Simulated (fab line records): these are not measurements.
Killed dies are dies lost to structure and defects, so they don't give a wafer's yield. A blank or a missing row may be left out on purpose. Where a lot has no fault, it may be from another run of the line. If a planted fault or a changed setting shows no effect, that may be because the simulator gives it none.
Comparing a struck lot with a sound one	flow sky130	43 out of 708 route steps
Sound: wafers L157.3, L157.5, L157.6. Struck: wafers L160.1, L160.3, L160.4. At the end, the cause is stated.
For every step that has rows: the tool of each side, followed by ch and its chambers, followed by its first start. Under that, the readings that differ: sound wafers	struck wafers	difference of the means	sigmas: that difference in standard deviations of wafers without a fault.
alike: a reading whose means differ by less than 2 such deviations, as well as words and numbers matching on both sides. not compared: withheld readings; readings where some wafer has no value; bounds like >300 that might hide an equal value; numbers whose values overlap and for which the record gives no deviation.
The two part at a step that has a row with sigmas, a row that says differs or no value, or rows on one side only. Numbers that have no deviation but don't overlap get no sigmas and don't part them. A reading missing from all wafers of one side parts the sides only when that side holds two or more wafers.

first, 7 steps without rows for these wafers: SKY_CONTACT_HMDS_07 (prime time 60 s); SKY_CONTACT_COAT_08 (resist thk 60 nm); SKY_CONTACT_COAT_09 (resist thk 450 nm); SKY_CONTACT_SOFTBAKE_10 (time 90 s); SKY_CONTACT_EXPOSE_11 (exposes mask CTM1, target cd 170 nm); SKY_CONTACT_PEB_12; SKY_CONTACT_DEVELOP_13 (develop time 60 s).
SKY_CONTACT_CD_MEAS_14: target cd 170 nm.
  sound on cd_sem-01, day 34 03:23; struck on cd_sem-02, day 35 08:59
  alike: cd_nm
SKY_CONTACT_OVL_MEAS_15:
  sound on overlay-01, day 34 03:28; struck on overlay-01, day 35 09:06
  alike: CONTACT_OVL
SKY_CONTACT_ETCH_16: etches BARC in N2/H2, stops on SiO2, time 45.9 s, target depth 60 nm.
  sound on rie_diel-03 ch 0,3, day 34 03:30; struck on rie_diel-03 ch 0,2,3, day 35 09:08
  alike: bias_w, drypump_motor_current_A, oes_product_au, throttle_valve_pct
  not compared: rf_hours_counter_h
then, 2 steps without rows for these wafers: SKY_CONTACT_ETCH_17 (etches SiO2 in C4F8/O2/Ar, stops on Si3N4, target depth 340 nm); SKY_CONTACT_ETCH_18 (etches Si3N4 in CHF3/O2, stops on TiN, time 39 s, target depth 75 nm).
SKY_CONTACT_STRIP_19: strips in O2/N2.
  sound on plasma_asher-02 ch 0,1, day 34 03:40; struck on plasma_asher-04 ch 0,1, day 35 09:16
  alike: drypump_motor_current_A, oes_product_au, strip_time_to_endpoint_s
  not compared: rf_hours_counter_h
then, 3 steps without rows for these wafers: SKY_CONTACT_STRIP_20 (strips in post etch residue remover, time 1200 s); SKY_CONTACT_CLEAN_21 (cleans in IPA, time 180 s); SKY_CONTACT_CLEAN_22 (cleans in O3/DIW).
SKY_CONTACT_SPUTTER_23: material TiN, target thk 20 nm, time 80 s.
  sound on pvd_sputter-02, day 34 04:14; struck on pvd_sputter-04, day 35 09:52
  alike: throttle_valve_pct
then, 1 step without rows for these wafers: SKY_CONTACT_CVD_24 (deposits W, target thk 340 nm, time 102.12 s).
SKY_CONTACT_RS_MEAS_25: a four-point-probe measurement.
  sound on film_metro-04, day 34 04:27; struck on film_metro-04, day 35 10:02
  alike: CONTACT_W_RS
SKY_CONTACT_THK_MEAS_26: measures by xrf.
  sound on film_metro-04, day 34 04:33; struck on film_metro-04, day 35 10:10
  alike: CONTACT_W_THK
then, 1 step without rows for these wafers: SKY_CONTACT_CMP_27 (polishes, stops on SiO2, t overpolish 15 s, target thk 0 nm).
SKY_METAL1_SPUTTER_00: material Ti, target thk 15 nm, time 10 s.
  sound on pvd_sputter-01, day 34 05:06; struck on pvd_sputter-04, day 35 11:39
  alike: throttle_valve_pct
SKY_METAL1_SPUTTER_01: material TiN, target thk 20 nm, time 16.7 s.
  sound on pvd_sputter-01, day 34 05:08; struck on pvd_sputter-04, day 35 11:40
  alike: throttle_valve_pct
SKY_METAL1_SPUTTER_02: material AlCu, target thk 250 nm, time 13.3 s.
  sound on pvd_sputter-01, day 34 05:09; struck on pvd_sputter-04, day 35 11:41
  alike: throttle_valve_pct
then, 2 steps without rows for these wafers: SKY_METAL1_SPUTTER_03 (material Ti, target thk 5 nm, time 3.3 s); SKY_METAL1_SPUTTER_04 (material TiN, target thk 70 nm, time 58.3 s).
SKY_METAL1_RS_MEAS_05: a four-point-probe measurement.
  sound on film_metro-01, day 34 05:17; struck on film_metro-02, day 35 11:47
  alike: METAL1_ALCU_RS
SKY_METAL1_THK_MEAS_06: measures by xrf.
  sound on film_metro-01, day 34 05:23; struck on film_metro-02, day 35 11:55
  alike: METAL1_ALCU_THK
then, 8 steps without rows for these wafers: SKY_METAL1_DEHYDRATE_07 (time 60 s); SKY_METAL1_HMDS_08 (prime time 60 s); SKY_METAL1_COAT_09 (resist thk 60 nm); SKY_METAL1_COAT_10 (resist thk 450 nm); SKY_METAL1_SOFTBAKE_11 (time 90 s); SKY_METAL1_EXPOSE_12 (exposes mask MM1, target cd 140 nm); SKY_METAL1_PEB_13; SKY_METAL1_DEVELOP_14 (develop time 60 s).
SKY_METAL1_CD_MEAS_15: target cd 140 nm.
  sound on cd_sem-02, day 35 08:19; struck on cd_sem-01, day 36 13:56
  alike: cd_nm
SKY_METAL1_OVL_MEAS_16:
  sound on overlay-01, day 35 08:25; struck on overlay-02, day 36 14:03
  alike: METAL1_OVL
then, 4 steps without rows for these wafers: SKY_METAL1_DESCUM_17 (chemistry O2, time 8 s); SKY_METAL1_ETCH_18 (etches BARC in N2/H2, stops on SiO2, time 45.9 s, target depth 60 nm); SKY_METAL1_METAL_ETCH_19 (etches the open film in Cl2/BCl3, stops on SiO2, target depth 360 nm, time 78 s); SKY_METAL1_STRIP_20 (strips in O2/N2).
-- the record jumps here: 12 days lie between the struck wafers' starts before and after (it left off in module METAL1 and takes up again in module PAD_OPEN, whose first step shown is number 708 of the route) --
SKY_PAD_OPEN_PROBE_99:
  sound on prober-01, day 47 18:07; struck on prober-02, day 48 15:24
reading	sound	struck	difference	sigmas
hold	- - -	await_dispo/1.6h/release await_dispo/1.6h/release await_dispo/1.6h/release	no value on the sound wafers	
killed_at_contacts	27 29 26	75 69 73	+45	+9
killed_dies	82 77 99	133 136 131	+47	+5
  alike: killed_at_M0_to_M3, killed_at_M4_up, killed_at_front_end, killed_at_other, killed_open, killed_short

== WHERE THEY PART ==
Only at SKY_PAD_OPEN_PROBE_99, within this record.

WHY: what had been put in by the simulator
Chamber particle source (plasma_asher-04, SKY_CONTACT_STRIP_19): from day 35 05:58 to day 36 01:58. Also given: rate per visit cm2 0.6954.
